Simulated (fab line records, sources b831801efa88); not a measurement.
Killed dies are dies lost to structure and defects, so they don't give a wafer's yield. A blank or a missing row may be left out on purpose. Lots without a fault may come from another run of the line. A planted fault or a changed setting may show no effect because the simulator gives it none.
Chamber matching | flow gf180mcu | GF_CONTACT_CMP_27 on cmp-02: 4 sister chambers
The step polishes, stops on SiO2, t overpolish 15 s, target thk 0 nm. 20 wafers are shown with their chamber, then 10 later ones without.

WAFERS WITH THEIR CHAMBER
wafer  | chamber | motor_current_A (A) | time_to_endpoint_s (s) | overpolish_run_s (s)
L194.1 | 3       | 10.9                | 73                     | 14.989
L194.3 | 1       | 10.2                | 75                     | 15.000
L194.5 | 2       | 10.6                | 73                     | 14.995
L196.1 | 1       | 10.3                | 79                     | 14.994
L196.3 | 2       | 10.5                | 72                     | 14.994
L196.4 | 3       | 11.4                | 73                     | 15.010
L197.1 | 1       | 9.9                 | 75                     | 15.004
L197.3 | 2       | 10.4                | 73                     | 15.002
L197.4 | 0       | 11.9                | 76                     | 14.986
L198.3 | 3       | 11.1                | 79                     | 15.004
L198.5 | 1       | 10.0                | 78                     | 15.005
L198.6 | 2       | 10.5                | 74                     | 15.002
L204.1 | 0       | 10.9                | 78                     | 14.998
L204.3 | 2       | 11.4                | 75                     | 15.005
L204.5 | 3       | 11.5                | 77                     | 15.000
L205.2 | 3       | 11.7                | 74                     | 15.005
L205.3 | 0       | 11.5                | 74                     | 14.993
L205.4 | 1       | 10.6                | 79                     | 14.994
L210.3 | 3       | 10.7                | 72                     | 15.000
L210.5 | 0       | 12.0                | 73                     | 15.004

SIGNATURES (means of the wafers above)
reading            | chamber 0 | chamber 1 | chamber 2 | chamber 3 | scatter within a chamber
motor_current_A    | 11.575    | 10.200    | 10.680    | 11.217    | 0.391
time_to_endpoint_s | 75.25     | 77.20     | 73.40     | 74.67     | 2.15
overpolish_run_s   | 14.99525  | 14.99940  | 14.99960  | 15.00133  | 0.00628
Rule: a wafer's distance from a chamber is the root of the sum, over the readings, of the square of ((its reading less the chamber's mean) divided by the reading's scatter). The wafer belongs to the nearest chamber; if the next one is less than 2 further off, it can't be placed. The scatter: the root of (the sum of the squares of (reading less its chamber's mean) over the shown wafers, divided by (wafers less chambers)).

WAFERS WITHOUT THEIR CHAMBER
wafer  | motor_current_A (A) | time_to_endpoint_s (s) | overpolish_run_s (s)
L210.6 | 11.8                | 69                     | 14.984
L209.1 | 11.9                | 71                     | 15.006
L209.4 | 10.6                | 70                     | 14.999
L209.6 | 11.9                | 68                     | 15.001
L211.1 | 10.4                | 75                     | 15.006
L211.2 | 11.8                | 71                     | 14.999
L211.4 | 10.9                | 71                     | 15.000
L213.3 | 10.9                | 73                     | 15.002
L213.4 | 11.5                | 72                     | 14.998
L213.6 | 10.0                | 75                     | 14.998

WHICH CHAMBER EACH WENT THROUGH
wafer  | from the rows above               | in truth
L210.6 | can't be placed: 0 or 3 or 2      | 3
L209.1 | can't be placed: 3 or 0 or 2      | 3
L209.4 | can't be placed: 2 or 3 or 1 or 0 | 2
L209.6 | can't be placed: 3 or 0 or 2      | 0
L211.1 | can't be placed: 2 or 1 or 3      | 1
L211.2 | can't be placed: 0 or 3 or 2      | 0
L211.4 | can't be placed: 2 or 3 or 0      | 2
L213.3 | can't be placed: 2 or 3 or 0 or 1 | 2
L213.4 | can't be placed: 3 or 0 or 2      | 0
L213.6 | can't be placed: 1 or 2 or 3      | 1
Placed correctly: 0 of 10. Can't be placed from these rows: 10 (the true chamber is among the candidates in 10). Placed wrongly: 0.
